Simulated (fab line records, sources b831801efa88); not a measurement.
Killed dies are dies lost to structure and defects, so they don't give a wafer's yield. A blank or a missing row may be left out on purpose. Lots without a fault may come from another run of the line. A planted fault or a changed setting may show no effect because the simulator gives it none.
Which tool did it? | flow sky130 | 7 lots, 21 wafers sampled, at 3 steps of a route of 708

WHAT THE GAUGES READ, wafer by wafer
SKY_PWDE_OVL_MEAS_07.
lot  | measured    | on         | PWDE_OVL (nm)
L763 | day 4 15:07 | overlay-01 | 1.1 1.7 -0.9
L766 | day 5 02:10 | overlay-01 | -1.5 0.0 -0.1
L771 | day 6 15:01 | overlay-01 | -1.9 -4.1 -1.2
L775 | day 7 07:46 | overlay-01 | - - -
L778 | day 8 02:59 | overlay-02 | -3.1 -4.2 -2.3
L780 | day 8 12:31 | overlay-01 | 1.0 -0.4 2.6
L783 | day 9 05:04 | overlay-01 | -2.2 -0.1 -0.7

WHICH TOOL RAN EACH LOT (tool, then ch and the chambers of the sampled wafers, then the start)
lot  | SKY_FIELD_ISO_CMP_27         | SKY_PWDE_COAT_02
L763 | cmp-01 ch 0,2,3, day 3 01:33 | litho_track-03 ch 0, day 4 06:16
L766 | cmp-01 ch 0,1, day 3 14:40   | litho_track-04 ch 0, day 4 18:10
L771 | cmp-01 ch 0,1,2, day 4 23:06 | litho_track-03 ch 0, day 6 06:16
L775 | cmp-01 ch 0,1,2, day 5 14:55 | litho_track-01, day 6 21:07
L778 | cmp-02 ch 0,1, day 6 06:07   | litho_track-03 ch 0, day 7 15:20
L780 | cmp-02 ch 2,3, day 6 17:28   | litho_track-04 ch 0, day 8 03:08
L783 | cmp-02 ch 1,3, day 7 09:03   | litho_track-04 ch 0, day 8 18:22
- SKY_FIELD_ISO_CMP_27: polishes, stops on Si3N4, t overpolish 16 s, target thk 457.8 nm.
- SKY_PWDE_COAT_02: resist thk 3000 nm.

THE ANSWER, worked out from the rows above alone
Rule: what is usual is taken from the lots themselves. Put in order of their means at a reading, lots are off if they are a third of the lots or fewer, leave a main group of 4 or more, and stand apart from it by a gap of 3 or more times the standard deviation of the main group's means; of several such gaps the widest counts. A main group whose means are all the same, to the digits that the tables above print for the reading, isn't used. A lot without any number at a reading at which 4 lots or more have one is off too. The other lots that the step has rows for count as sound.
Off: L775, at SKY_PWDE_OVL_MEAS_07 (PWDE_OVL). Without a number there: L775. The main group: mean -0.9 nm, standard deviation 1.5.
A tool fits if, at a process step before that reading, it ran every lot that is off, and no sound lot after the first of them. The gauges at SKY_PWDE_OVL_MEAS_07 are tried like those tools. Can't be told from this: 2 tools fit, cmp-01 at SKY_FIELD_ISO_CMP_27, litho_track-01 at SKY_PWDE_COAT_02.

WHAT THE SIMULATOR HAD PUT IN
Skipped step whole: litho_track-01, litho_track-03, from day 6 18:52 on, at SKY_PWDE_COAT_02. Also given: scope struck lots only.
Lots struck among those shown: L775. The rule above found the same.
